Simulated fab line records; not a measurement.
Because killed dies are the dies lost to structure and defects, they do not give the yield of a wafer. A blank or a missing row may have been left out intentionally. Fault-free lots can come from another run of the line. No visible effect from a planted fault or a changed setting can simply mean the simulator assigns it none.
Which of the tools did it? | flow sky130 | 39 wafers from 13 lots sampled at 5 of the route's 708 steps

== WHAT EACH GAUGE READ, for each wafer ==
SKY_LDD_P_OVL_MEAS_08. Usual: LDD_P_OVL typically reads 0.6 nm, with standard deviation 1.4.
lot  | measured     | on         | LDD_P_OVL (nm) | flag
L838 | day 18 20:26 | overlay-01 | 2.5 2.4 2.7    | 
L840 | day 19 23:16 | overlay-01 | -1.5 -0.4 -0.6 | 
L842 | day 20 11:47 | overlay-02 | 0.8 -0.4 -1.0  | 
L845 | day 21 21:20 | overlay-02 | -0.6 -1.1 -0.2 | 
L846 | day 22 19:50 | overlay-02 | 2.9 2.8 2.2    | 
L848 | day 24 00:20 | overlay-02 | -0.9 0.9 -0.4  | 
L854 | day 25 03:41 | overlay-02 | -0.2 0.2 0.0   | 
L856 | day 25 10:35 | overlay-02 | 1.5 2.7 1.7    | 
L855 | day 25 11:15 | overlay-01 | -0.7 0.7 1.2   | 
L857 | day 25 21:21 | overlay-01 | -0.6 0.2 -1.0  | 
L859 | day 26 15:25 | overlay-01 | 3.2 1.8 2.2    | 
L860 | day 27 00:05 | overlay-02 | 0.2 -0.5 -0.2  | 
L861 | day 28 01:41 | overlay-01 | 1.1 0.2 -0.3   | 

SKY_SD_N_RS_MEAS_18: measures by four-point-probe. Usual: RES_XHIGH_RS typically reads 333.0 ohm/sq, with standard deviation 1.1.
lot  | measured     | on           | RES_XHIGH_RS (ohm/sq) | flag
L838 | day 27 20:43 | filmMetro-02 | 332.1 332.8 332.4     | 
L840 | day 28 17:53 | filmMetro-04 | 331.4 331.1 332.9     | 
L842 | day 29 08:41 | filmMetro-02 | 332.8 334.0 333.8     | 
L845 | day 30 14:36 | filmMetro-01 | 329.8 331.0 332.6     | 
L846 | day 31 11:55 | filmMetro-01 | 334.2 332.8 333.0     | 
L848 | day 32 12:20 | filmMetro-02 | 331.7 331.0 331.4     | 
L854 | day 33 13:58 | filmMetro-04 | 332.4 333.1 334.2     | 
L856 | day 33 21:11 | filmMetro-01 | 334.1 334.0 334.3     | 
L855 | day 33 22:41 | filmMetro-02 | 333.0 333.2 332.2     | 
L857 | day 34 05:08 | filmMetro-02 | 332.2 332.3 333.5     | 
L859 | day 34 22:55 | filmMetro-02 | 332.6 332.9 333.2     | 
L860 | day 35 05:41 | filmMetro-04 | 333.0 332.3 332.5     | 
L861 | day 36 04:02 | filmMetro-04 | 332.4 332.8 332.2     | 

SKY_LI_CONTACT_CD_MEAS_12: the cd target is 170 nm. Usual: cdNm at 169.7 nm, with a standard deviation of 1.6.
lot  | measured     | on       | cdNm (nm)         | flag
L838 | day 29 01:57 | cdSem-01 | 167.8 169.8 168.0 | 
L840 | day 29 22:34 | cdSem-01 | 169.4 167.2 168.6 | 
L842 | day 30 13:37 | cdSem-01 | 167.7 168.6 167.8 | 
L845 | day 31 18:16 | cdSem-02 | 167.2 168.4 169.5 | 
L846 | day 32 15:53 | cdSem-01 | 150.3 150.5 149.9 | OFF
L848 | day 33 15:40 | cdSem-01 | 170.3 167.6 167.5 | 
L854 | day 34 16:59 | cdSem-01 | 170.1 171.3 170.1 | 
L856 | day 35 00:41 | cdSem-02 | 169.1 168.7 168.9 | 
L855 | day 35 02:04 | cdSem-01 | 170.9 169.1 170.3 | 
L857 | day 35 08:10 | cdSem-01 | 168.5 167.6 168.3 | 
L859 | day 36 02:01 | cdSem-01 | 171.5 169.8 170.1 | 
L860 | day 36 08:53 | cdSem-01 | 168.4 168.8 168.6 | 
L861 | day 37 06:22 | cdSem-01 | 167.3 168.6 167.6 | 

SKY_LI_CONTACT_RS_MEAS_22: measures by four-point-probe. Usual: LI_CONTACT_W_RS typically reads 0.2840 ohm/sq, with standard deviation 0.0024.
lot  | measured     | on           | LI_CONTACT_W_RS (ohm/sq) | flag
L838 | day 29 02:48 | filmMetro-04 | 0.2828 0.2853 0.2890     | 
L840 | day 29 23:25 | filmMetro-02 | 0.2861 0.2844 0.2847     | 
L842 | day 30 14:28 | filmMetro-04 | 0.2853 0.2844 0.2809     | 
L845 | day 31 19:06 | filmMetro-01 | 0.2861 0.2842 0.2851     | 
L846 | day 32 16:44 | filmMetro-01 | 0.2837 0.2839 0.2853     | 
L848 | day 33 16:30 | filmMetro-01 | 0.2887 0.2860 0.2859     | 
L854 | day 34 17:50 | filmMetro-04 | 0.2827 0.2813 0.2849     | 
L856 | day 35 01:32 | filmMetro-04 | 0.2858 0.2875 0.2852     | 
L855 | day 35 02:54 | filmMetro-02 | 0.2785 0.2863 0.2795     | 
L857 | day 35 09:00 | filmMetro-01 | 0.2829 0.2842 0.2831     | 
L859 | day 36 02:51 | filmMetro-04 | 0.2878 0.2861 0.2880     | 
L860 | day 36 09:45 | filmMetro-01 | 0.2857 0.2850 0.2847     | 
L861 | day 37 07:13 | filmMetro-04 | 0.2845 0.2838 0.2813     | 

== TOOL THAT RAN EACH LOT (tool first, then ch and the chambers of the sampled wafers, then the start) ==
lot  | SKY_LI_CONTACT_EXPOSE_09
L838 | krfScanner-02 ch 0, day 28 12:29
L840 | krfScanner-02 ch 0, day 29 08:07
L842 | krfScanner-01 ch 0, day 30 00:32
L845 | krfScanner-02 ch 0, day 31 05:40
L846 | krfScanner-02 ch 0, day 32 02:52
L848 | krfScanner-01 ch 0, day 33 02:11
L854 | krfScanner-02 ch 0, day 34 03:50
L856 | krfScanner-02 ch 0, day 34 11:48
L855 | krfScanner-02 ch 0, day 34 13:04
L857 | krfScanner-02 ch 0, day 34 19:29
L859 | krfScanner-02 ch 0, day 35 12:49
L860 | krfScanner-02 ch 0, day 35 19:56
L861 | krfScanner-01 ch 0, day 36 17:16
- SKY_LI_CONTACT_EXPOSE_09: exposes mask LICM1, target cd 170 nm.

== AS READ BY THE TOOLS THEMSELVES (means over the sampled wafers that have a number; for cases with no such wafer, the mark the record gives instead) ==
The record holds no such reading with a usual standard deviation.

== THE ANSWER, worked out from the rows above alone ==
Rule: a lot counts as off when the mean over its wafers that have a number is more than 3 standard deviations away from the usual mean. A lot without any number at a reading at which 4 lots or more have one is off too. Where the step has rows for the other lots, those lots are counted as sound. The gauges are gone through in route order, then the tools' own readings, and for those a lot's mean is taken as printed above. The first step at which some lot is off is used, and at that step the reading that is off furthest; a lot without a number counts as furthest.
Off: L846 (SKY_LI_CONTACT_CD_MEAS_12, cdNm).
A tool fits if, at a process step before that reading, it ran every lot that is off, and no sound lot after the first of them. Those tools and the gauges at SKY_LI_CONTACT_CD_MEAS_12 are tried in the same way. No candidate that was tried fits.

== WHAT THE SIMULATOR PUT IN ==
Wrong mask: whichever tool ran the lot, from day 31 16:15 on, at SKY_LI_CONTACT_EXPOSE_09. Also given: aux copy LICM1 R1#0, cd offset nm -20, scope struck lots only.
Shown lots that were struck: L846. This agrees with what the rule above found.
